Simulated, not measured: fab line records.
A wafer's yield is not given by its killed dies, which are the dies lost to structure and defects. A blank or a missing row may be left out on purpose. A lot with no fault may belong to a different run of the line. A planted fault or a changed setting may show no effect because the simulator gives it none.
Tool commonality check || flow sky130 || 42 wafers sampled across 14 lots

== REASON IT WAS OPENED ==
Flagged at SKY_METAL3_CD_MEAS_13: reading cd-nm, on 2 of 14 lots. No-fault wafers: 300.2 nm, standard deviation 1.4.
Rule: a lot is flagged when every wafer of it that has a number lies more than 4 standard deviations from that mean, or none has a number. The rest of the lots are taken to be sound.

{"lot": "L780", "measured": "day 39 00:28", "on": "cd-sem-01", "cd-nm (nm), wafer by wafer": "301.0 300.6 301.0", "flag": ""}
{"lot": "L783", "measured": "day 39 21:58", "on": "cd-sem-02", "cd-nm (nm), wafer by wafer": "300.1 300.6 301.3", "flag": ""}
{"lot": "L784", "measured": "day 39 22:43", "on": "cd-sem-02", "cd-nm (nm), wafer by wafer": "301.4 300.7 301.2", "flag": ""}
{"lot": "L787", "measured": "day 40 22:43", "on": "cd-sem-02", "cd-nm (nm), wafer by wafer": "302.5 301.9 302.6", "flag": ""}
{"lot": "L786", "measured": "day 40 23:02", "on": "cd-sem-01", "cd-nm (nm), wafer by wafer": "302.1 301.7 302.3", "flag": ""}
{"lot": "L790", "measured": "day 41 19:54", "on": "cd-sem-02", "cd-nm (nm), wafer by wafer": "301.3 302.4 301.6", "flag": ""}
{"lot": "L789", "measured": "day 41 20:43", "on": "cd-sem-01", "cd-nm (nm), wafer by wafer": "300.3 302.1 301.8", "flag": ""}
{"lot": "L792", "measured": "day 42 16:49", "on": "cd-sem-02", "cd-nm (nm), wafer by wafer": "301.3 301.5 302.0", "flag": ""}
{"lot": "L793", "measured": "day 42 17:13", "on": "cd-sem-01", "cd-nm (nm), wafer by wafer": "300.0 300.5 298.7", "flag": ""}
{"lot": "L794", "measured": "day 42 23:10", "on": "cd-sem-02", "cd-nm (nm), wafer by wafer": "298.4 296.9 297.4", "flag": ""}
{"lot": "L796", "measured": "day 43 12:43", "on": "cd-sem-01", "cd-nm (nm), wafer by wafer": "300.7 299.8 299.2", "flag": ""}
{"lot": "L798", "measured": "day 44 10:43", "on": "cd-sem-02", "cd-nm (nm), wafer by wafer": "299.9 298.5 298.5", "flag": ""}
{"lot": "L799", "measured": "day 44 11:51", "on": "cd-sem-01", "cd-nm (nm), wafer by wafer": "240.8 258.8 256.4", "flag": "FLAGGED"}
{"lot": "L800", "measured": "day 44 14:21", "on": "cd-sem-01", "cd-nm (nm), wafer by wafer": "266.3 254.2 280.8", "flag": "FLAGGED"}
On average the flagged lots' numbers are 259.6 nm, which is -40.6 nm against the usual, or -29 standard deviations.

== EACH LOT AND THE TOOL IT RAN ON ==
The record keeps 1 process step preceding the reading, out of 708 steps on the route. Each cell gives the tool, then ch followed by the chambers the sampled wafers passed through, then the start.
{"lot": "L780", "flag": "", "SKY_METAL3_EXPOSE_10": "krf-scanner-01 ch 0, day 38 11:50"}
{"lot": "L783", "flag": "", "SKY_METAL3_EXPOSE_10": "krf-scanner-02 ch 0, day 39 08:53"}
{"lot": "L784", "flag": "", "SKY_METAL3_EXPOSE_10": "krf-scanner-02 ch 0, day 39 10:10"}
{"lot": "L787", "flag": "", "SKY_METAL3_EXPOSE_10": "krf-scanner-02 ch 0, day 40 10:19"}
{"lot": "L786", "flag": "", "SKY_METAL3_EXPOSE_10": "krf-scanner-02 ch 0, day 40 10:41"}
{"lot": "L790", "flag": "", "SKY_METAL3_EXPOSE_10": "krf-scanner-02 ch 0, day 41 07:27"}
{"lot": "L789", "flag": "", "SKY_METAL3_EXPOSE_10": "krf-scanner-02 ch 0, day 41 08:17"}
{"lot": "L792", "flag": "", "SKY_METAL3_EXPOSE_10": "krf-scanner-01 ch 0, day 42 05:19"}
{"lot": "L793", "flag": "", "SKY_METAL3_EXPOSE_10": "krf-scanner-01 ch 0, day 42 05:28"}
{"lot": "L794", "flag": "", "SKY_METAL3_EXPOSE_10": "krf-scanner-02 ch 0, day 42 10:53"}
{"lot": "L796", "flag": "", "SKY_METAL3_EXPOSE_10": "krf-scanner-02 ch 0, day 43 01:55"}
{"lot": "L798", "flag": "", "SKY_METAL3_EXPOSE_10": "krf-scanner-01 ch 0, day 44 00:24"}
{"lot": "L799", "flag": "FLAGGED", "SKY_METAL3_EXPOSE_10": "krf-scanner-02 ch 0, day 44 01:35"}
{"lot": "L800", "flag": "FLAGGED", "SKY_METAL3_EXPOSE_10": "krf-scanner-02 ch 0, day 44 03:42"}
These steps, and what they do:
- SKY_METAL3_EXPOSE_10: exposes mask MM3, target cd 300 nm.
- SKY_METAL3_CD_MEAS_13: target cd 300 nm.

== FLAGGED OVER TOTAL, TOOL BY TOOL (the gauges that took the reading come last) ==
{"step": "SKY_METAL3_EXPOSE_10", "tool": "krf-scanner-01", "lots run": 4, "flagged": 0, "share of the flagged lots": "none", "sound lots run after its first flagged lot": "-"}
{"step": "SKY_METAL3_EXPOSE_10", "tool": "krf-scanner-02", "lots run": 10, "flagged": 2, "share of the flagged lots": "all", "sound lots run after its first flagged lot": 0}
{"step": "SKY_METAL3_CD_MEAS_13", "tool": "cd-sem-01", "lots run": 7, "flagged": 2, "share of the flagged lots": "all", "sound lots run after its first flagged lot": 0}
{"step": "SKY_METAL3_CD_MEAS_13", "tool": "cd-sem-02", "lots run": 7, "flagged": 0, "share of the flagged lots": "none", "sound lots run after its first flagged lot": "-"}

== THE TABLE: WHAT IT ALLOWS ==
Every flagged lot went through 2 rows of the table: krf-scanner-02 at SKY_METAL3_EXPOSE_10 and cd-sem-01 at SKY_METAL3_CD_MEAS_13.
- krf-scanner-02 at SKY_METAL3_EXPOSE_10 ran 10 lots, 2 of them flagged. A fault beginning between L796 (day 43 01:55), its last sound lot, and L799 (day 44 01:35), its first flagged one, fits the data.
- cd-sem-01 at SKY_METAL3_CD_MEAS_13 ran 7 lots, 2 of them flagged. A fault beginning between L796 (day 43 12:43), its last sound lot, and L799 (day 44 11:51), its first flagged one, fits the data.
Counting lots can't tell these 2 tools apart, because each fits a fault that began at some hour. More lots, or a look at what each step does to the wafer, might.

== WHAT THE SIMULATOR HAD INSERTED ==
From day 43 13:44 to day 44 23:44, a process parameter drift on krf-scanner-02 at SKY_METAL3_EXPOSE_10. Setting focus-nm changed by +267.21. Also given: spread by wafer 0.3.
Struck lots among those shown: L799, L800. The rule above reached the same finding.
